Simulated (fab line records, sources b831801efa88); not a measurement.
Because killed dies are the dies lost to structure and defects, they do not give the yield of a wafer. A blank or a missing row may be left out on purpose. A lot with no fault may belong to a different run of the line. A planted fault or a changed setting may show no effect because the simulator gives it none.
Which tool did it? ; flow gf180mcu ; 42 wafers from 14 lots sampled at 4 of the route's 602 steps

WHAT THE GAUGES READ, wafer by wafer
GF_M1_OVL_MEAS_15.
lot;measured;on;M1_OVL (nm)
L384;day 17 23:21;overlay-01;-7 -6 -3
L385;day 18 06:11;overlay-01;4 -8 3
L386;day 18 12:57;overlay-02;-2 2 4
L387;day 19 03:03;overlay-02;8 4 3
L388;day 19 19:14;overlay-01;-4 -1 -6
L392;day 20 20:29;overlay-01;-16 -16 -3
L393;day 21 08:29;overlay-02;1 0 -2
L397;day 22 14:15;overlay-02;-8 -8 -13
L398;day 22 21:11;overlay-01;0 11 8
L400;day 23 14:20;overlay-01;-12 -7 1
L401;day 23 20:11;overlay-01;-5 -1 -2
L402;day 24 04:35;overlay-02;2 6 9
L403;day 24 12:35;overlay-02;0 0 -2
L405;day 25 03:29;overlay-01;2 -1 3

GF_V2_BOW_MEAS_05.
lot;measured;on;V2_BOW (um)
L384;day 20 04:19;film_metro-04;95 96 95
L385;day 20 12:15;film_metro-01;112 103 106
L386;day 20 21:26;film_metro-01;92 94 95
L387;day 21 08:38;film_metro-03;101 98 98
L388;day 22 01:06;film_metro-04;95 84 85
L392;day 23 00:19;film_metro-03;115 101 105
L393;day 23 12:47;film_metro-01;93 95 82
L397;day 24 16:40;film_metro-04;89 106 103
L398;day 24 22:54;film_metro-01;93 81 89
L400;day 25 14:15;film_metro-04;98 107 90
L401;day 25 19:54;film_metro-04;86 98 101
L402;day 26 05:14;film_metro-03;100 103 99
L403;day 26 11:20;film_metro-03;89 108 98
L405;day 27 02:13;film_metro-01;100 97 104

WHICH TOOL RAN EACH LOT (tool, then ch and the chambers of the sampled wafers, then the start)
lot;GF_HV_LDD_EXPOSE_28;GF_V2_CVD_02
L384;iline_stepper-01 ch 0, day 11 20:05;pecvd-04 ch 0,1,2, day 20 03:51
L385;iline_stepper-02 ch 0, day 12 02:11;pecvd-01 ch 0,1,2, day 20 11:44
L386;iline_stepper-02 ch 0, day 12 09:17;pecvd-04 ch 0,1, day 20 20:59
L387;iline_stepper-01 ch 0, day 12 19:32;pecvd-03 ch 0,1,2, day 21 08:10
L388;iline_stepper-01 ch 0, day 13 07:26;pecvd-01 ch 1,2, day 22 00:39
L392;iline_stepper-01 ch 0, day 14 04:49;pecvd-03 ch 1,2, day 22 23:54
L393;iline_stepper-01 ch 0, day 14 17:28;pecvd-04 ch 0,1,2, day 23 12:19
L397;iline_stepper-01 ch 0, day 15 20:47;pecvd-01 ch 1,2, day 24 15:52
L398;iline_stepper-02 ch 0, day 16 03:03;pecvd-01 ch 0,2, day 24 22:28
L400;iline_stepper-01 ch 0, day 16 19:12;pecvd-01 ch 1,2, day 25 13:49
L401;iline_stepper-02 ch 0, day 17 02:07;pecvd-03 ch 1,2, day 25 19:27
L402;iline_stepper-02 ch 0, day 17 11:31;pecvd-01 ch 0,2, day 26 04:47
L403;iline_stepper-02 ch 0, day 17 17:32;pecvd-01 ch 0,2, day 26 10:52
L405;iline_stepper-02 ch 0, day 18 10:04;pecvd-03 ch 1,2, day 27 01:46
- GF_HV_LDD_EXPOSE_28: exposes mask Nplus HV AREA, target cd 400 nm.
- GF_V2_CVD_02: deposits SiO2 from TEOS, target thk 850 nm, time 94.851 s.

WHAT THE TOOLS THEMSELVES READ (means of the sampled wafers that have a number; where no wafer has one, the mark that the record gives instead)
GF_HV_LDD_EXPOSE_28.
lot;tool;exposure_dose_mJ_cm2;stage_vel_mm_s (mm/s)
L384;iline_stepper-01;139.84;500.12
L385;iline_stepper-02;139.87;499.89
L386;iline_stepper-02;140.06;499.99
L387;iline_stepper-01;139.92;499.92
L388;iline_stepper-01;139.89;499.76
L392;iline_stepper-01;140.03;499.69
L393;iline_stepper-01;139.81;500.16
L397;iline_stepper-01;143.95;500.07
L398;iline_stepper-02;139.91;500.07
L400;iline_stepper-01;143.88;499.93
L401;iline_stepper-02;140.19;499.98
L402;iline_stepper-02;139.98;500.12
L403;iline_stepper-02;140.22;500.00
L405;iline_stepper-02;140.05;500.09

GF_V2_CVD_02.
lot;tool;heater_power_w (W)
L384;pecvd-04;596
L385;pecvd-01;615
L386;pecvd-04;701
L387;pecvd-03;757
L388;pecvd-01;668
L392;pecvd-03;755
L393;pecvd-04;657
L397;pecvd-01;614
L398;pecvd-01;632
L400;pecvd-01;632
L401;pecvd-03;709
L402;pecvd-01;593
L403;pecvd-01;603
L405;pecvd-03;788

THE ANSWER, worked out from the rows above alone
Rule: the usual values come from the lots themselves. Put in order of their means at a reading, lots are off if they are a third of the lots or fewer, leave a main group of 4 or more, and stand apart from it by a gap of 3 or more times the standard deviation of the main group's means; of several such gaps the widest counts. A main group whose means are all the same, to the digits that the tables above print for the reading, isn't used. Also off: a lot with no number at a reading for which 4 or more lots have one. Where the step has rows for the other lots, those lots are counted as sound. Order of review: gauges by route order, followed by the tools' own readings, for which a lot's mean as printed above is used. At the first step where some lot is off, the reading lying furthest off is the one used; lots without a number count as furthest.
Off: L397, L400 (GF_HV_LDD_EXPOSE_28, exposure_dose_mJ_cm2). For the main group the mean is 139.98 and the standard deviation 0.13.
A tool fits if, at that step or a process step before it, it ran every lot that is off, and no sound lot after the first of them. One candidate fits, namely iline_stepper-01 at GF_HV_LDD_EXPOSE_28. Its last sound lot is L393 (day 14 17:28), its first lot that is off L397 (day 15 20:47): a fault that began between those two fits.
On the lots that are off, the tool's own readings at GF_HV_LDD_EXPOSE_28 differ by more than 5 times the standard deviation of the sound lots' means, which bears it out; exposure_dose_mJ_cm2 reads 143.91 there versus 139.98 on the sound lots.

WHAT THE SIMULATOR HAD PUT IN
Process parameter drift: iline_stepper-01, from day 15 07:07 on, at GF_HV_LDD_EXPOSE_28. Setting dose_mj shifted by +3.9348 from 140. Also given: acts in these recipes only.
Shown lots that were struck: L397, L400. This agrees with what the rule above found.
